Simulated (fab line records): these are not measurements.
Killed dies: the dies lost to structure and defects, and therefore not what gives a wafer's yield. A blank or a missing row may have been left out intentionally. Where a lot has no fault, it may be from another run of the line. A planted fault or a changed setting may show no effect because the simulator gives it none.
Which tool is to blame? :: flow sky130 :: 12 lots, 33 wafers sampled, at 4 steps of a route of 708

WHAT EACH GAUGE READ, for each wafer
SKY_LI_CONTACT_RS_MEAS_22: uses a four-point probe to measure.
lot: L627
measured: day 29 01:19
on: film metro-03
LI_CONTACT_W_RS (ohm/sq): 0.287 0.291 0.287

lot: L632
measured: day 31 07:11
on: film metro-04
LI_CONTACT_W_RS (ohm/sq): 0.283 0.286 0.284

lot: L633
measured: day 31 10:29
on: film metro-04
LI_CONTACT_W_RS (ohm/sq): 0.283 0.292 0.287

lot: L634
measured: day 31 15:29
on: film metro-03
LI_CONTACT_W_RS (ohm/sq): 0.288 0.286 0.287

lot: L635
measured: day 32 04:31
on: film metro-04
LI_CONTACT_W_RS (ohm/sq): 0.284 0.287 0.285

lot: L636
measured: day 32 09:05
on: film metro-03
LI_CONTACT_W_RS (ohm/sq): 0.287 0.288 0.282

lot: L638
measured: day 32 21:17
on: film metro-01
LI_CONTACT_W_RS (ohm/sq): 0.287 0.287

lot: L640
measured: day 33 13:43
on: film metro-03
LI_CONTACT_W_RS (ohm/sq): 0.285 0.282

lot: L641
measured: day 33 21:16
on: film metro-01
LI_CONTACT_W_RS (ohm/sq): 0.281 0.282

lot: L648
measured: day 36 01:36
on: film metro-04
LI_CONTACT_W_RS (ohm/sq): 0.286 0.286 0.287

lot: L649
measured: day 36 10:42
on: film metro-01
LI_CONTACT_W_RS (ohm/sq): 0.288 0.288 0.288

lot: L650
measured: day 36 13:01
on: film metro-03
LI_CONTACT_W_RS (ohm/sq): 0.289 0.291 0.291

SKY_LOCAL_INTERCONNECT_OVL_MEAS_12.
lot: L627
measured: day 30 05:53
on: overlay-01
LOCAL_INTERCONNECT_OVL (nm): 9 0 5

lot: L632
measured: day 32 11:16
on: overlay-02
LOCAL_INTERCONNECT_OVL (nm): 4 1 -6

lot: L633
measured: day 32 14:14
on: overlay-01
LOCAL_INTERCONNECT_OVL (nm): -1 -2 -3

lot: L634
measured: day 32 19:19
on: overlay-02
LOCAL_INTERCONNECT_OVL (nm): 2 9 7

lot: L635
measured: day 33 07:41
on: overlay-02
LOCAL_INTERCONNECT_OVL (nm): 8 14 7

lot: L636
measured: day 33 12:40
on: overlay-01
LOCAL_INTERCONNECT_OVL (nm): -5 13 8

lot: L638
measured: day 34 01:36
on: overlay-02
LOCAL_INTERCONNECT_OVL (nm): 8 9

lot: L640
measured: day 34 17:09
on: overlay-01
LOCAL_INTERCONNECT_OVL (nm): 13 11

lot: L641
measured: day 35 00:31
on: overlay-01
LOCAL_INTERCONNECT_OVL (nm): -3 -5

lot: L648
measured: day 37 05:07
on: overlay-01
LOCAL_INTERCONNECT_OVL (nm): 14 10 11

lot: L649
measured: day 37 13:25
on: overlay-01
LOCAL_INTERCONNECT_OVL (nm): 18 8 7

lot: L650
measured: day 37 15:49
on: overlay-01
LOCAL_INTERCONNECT_OVL (nm): 9 13 10

SKY_CONTACT_THK_MEAS_03.
lot: L627
measured: day 30 06:49
on: film metro-04
CONTACT_HDPCVD_THK (nm): 573 565 569

lot: L632
measured: day 32 12:17
on: film metro-02
CONTACT_HDPCVD_THK (nm): 557 552 559

lot: L633
measured: day 32 15:12
on: film metro-04
CONTACT_HDPCVD_THK (nm): 564 562 561

lot: L634
measured: day 32 20:13
on: film metro-04
CONTACT_HDPCVD_THK (nm): 572 556 561

lot: L635
measured: day 33 08:36
on: film metro-04
CONTACT_HDPCVD_THK (nm): 571 571 570

lot: L636
measured: day 33 13:38
on: film metro-02
CONTACT_HDPCVD_THK (nm): 568 561 560

lot: L638
measured: day 34 02:31
on: film metro-04
CONTACT_HDPCVD_THK (nm): 658 561 658 561

lot: L640
measured: day 34 18:04
on: film metro-02
CONTACT_HDPCVD_THK (nm): 557 656 556 656

lot: L641
measured: day 35 01:26
on: film metro-04
CONTACT_HDPCVD_THK (nm): 576 668 576 668

lot: L648
measured: day 37 06:04
on: film metro-02
CONTACT_HDPCVD_THK (nm): 556 561 563

lot: L649
measured: day 37 14:22
on: film metro-01
CONTACT_HDPCVD_THK (nm): 549 549 557

lot: L650
measured: day 37 16:52
on: film metro-04
CONTACT_HDPCVD_THK (nm): 559 569 563

WHICH TOOL RAN EACH LOT (tool, then ch and the chambers of the sampled wafers, then the start)
lot: L627
SKY_CONTACT_HDPCVD_02: hdpcvd-02 ch 0,1,2, day 30 06:44

lot: L632
SKY_CONTACT_HDPCVD_02: hdpcvd-01 ch 1,2, day 32 12:12

lot: L633
SKY_CONTACT_HDPCVD_02: hdpcvd-01 ch 0,1,2, day 32 15:08

lot: L634
SKY_CONTACT_HDPCVD_02: hdpcvd-01 ch 0,2, day 32 20:08

lot: L635
SKY_CONTACT_HDPCVD_02: hdpcvd-02 ch 1,2, day 33 08:31

lot: L636
SKY_CONTACT_HDPCVD_02: hdpcvd-02 ch 1,2, day 33 13:32

lot: L638
SKY_CONTACT_HDPCVD_02: hdpcvd-02 ch 0,1, day 34 02:26

lot: L640
SKY_CONTACT_HDPCVD_02: hdpcvd-02 ch 0, day 34 17:59

lot: L641
SKY_CONTACT_HDPCVD_02: hdpcvd-02 ch 0,2, day 35 01:22

lot: L648
SKY_CONTACT_HDPCVD_02: hdpcvd-01 ch 0,1,2, day 37 06:00

lot: L649
SKY_CONTACT_HDPCVD_02: hdpcvd-02 ch 0,2, day 37 14:18

lot: L650
SKY_CONTACT_HDPCVD_02: hdpcvd-02 ch 0,1, day 37 16:48
- SKY_CONTACT_HDPCVD_02: deposits SiO2, target thk 565 nm, time 94.2 s.

WHAT THE TOOLS THEMSELVES READ (means of the sampled wafers that have a number; where no wafer has one, the mark that the record gives instead)
SKY_CONTACT_HDPCVD_02.
lot: L627
tool: hdpcvd-02
run length s (s): 122.7

lot: L632
tool: hdpcvd-01
run length s (s): 122.2

lot: L633
tool: hdpcvd-01
run length s (s): 122.4

lot: L634
tool: hdpcvd-01
run length s (s): 122.2

lot: L635
tool: hdpcvd-02
run length s (s): 122.4

lot: L636
tool: hdpcvd-02
run length s (s): 122.5

lot: L638
tool: hdpcvd-02
run length s (s): 130.4

lot: L640
tool: hdpcvd-02
run length s (s): 130.3

lot: L641
tool: hdpcvd-02
run length s (s): 130.2

lot: L648
tool: hdpcvd-01
run length s (s): 122.2

lot: L649
tool: hdpcvd-02
run length s (s): 122.4

lot: L650
tool: hdpcvd-02
run length s (s): 122.5

THE ANSWER, worked out from the rows above alone
Rule: the usual values come from the lots themselves. The widest of any qualifying gaps counts: lots, ordered by their means at a reading, are off when they make up no more than a third of the lots, leave a main group of 4 or more, and stand apart from it by 3 or more times the standard deviation of that group's means. If all means in a main group match to the digits the tables above print for the reading, that group is not used. A lot without any number at a reading at which 4 lots or more have one is off too. All remaining lots with rows at the step are treated as sound. First the gauges in route order, then the tools' own readings, where a lot's mean is used as printed above. At the first step where some lot is off, the reading lying furthest off is the one used; lots without a number count as furthest.
Off: at SKY_CONTACT_THK_MEAS_03 (CONTACT_HDPCVD_THK), L638, L640, L641. The main group has a mean of 562 nm with a standard deviation of 5.5.
If a tool, at a process step before that reading, ran all the lots that are off and no sound lot after the first of them, it fits. Not tried: the gauges at SKY_CONTACT_THK_MEAS_03; whatever is off there is also off at SKY_CONTACT_HDPCVD_02, on other tools, and gauge error can't account for it. None of those tried fits.

WHAT HAD BEEN PUT IN BY THE SIMULATOR
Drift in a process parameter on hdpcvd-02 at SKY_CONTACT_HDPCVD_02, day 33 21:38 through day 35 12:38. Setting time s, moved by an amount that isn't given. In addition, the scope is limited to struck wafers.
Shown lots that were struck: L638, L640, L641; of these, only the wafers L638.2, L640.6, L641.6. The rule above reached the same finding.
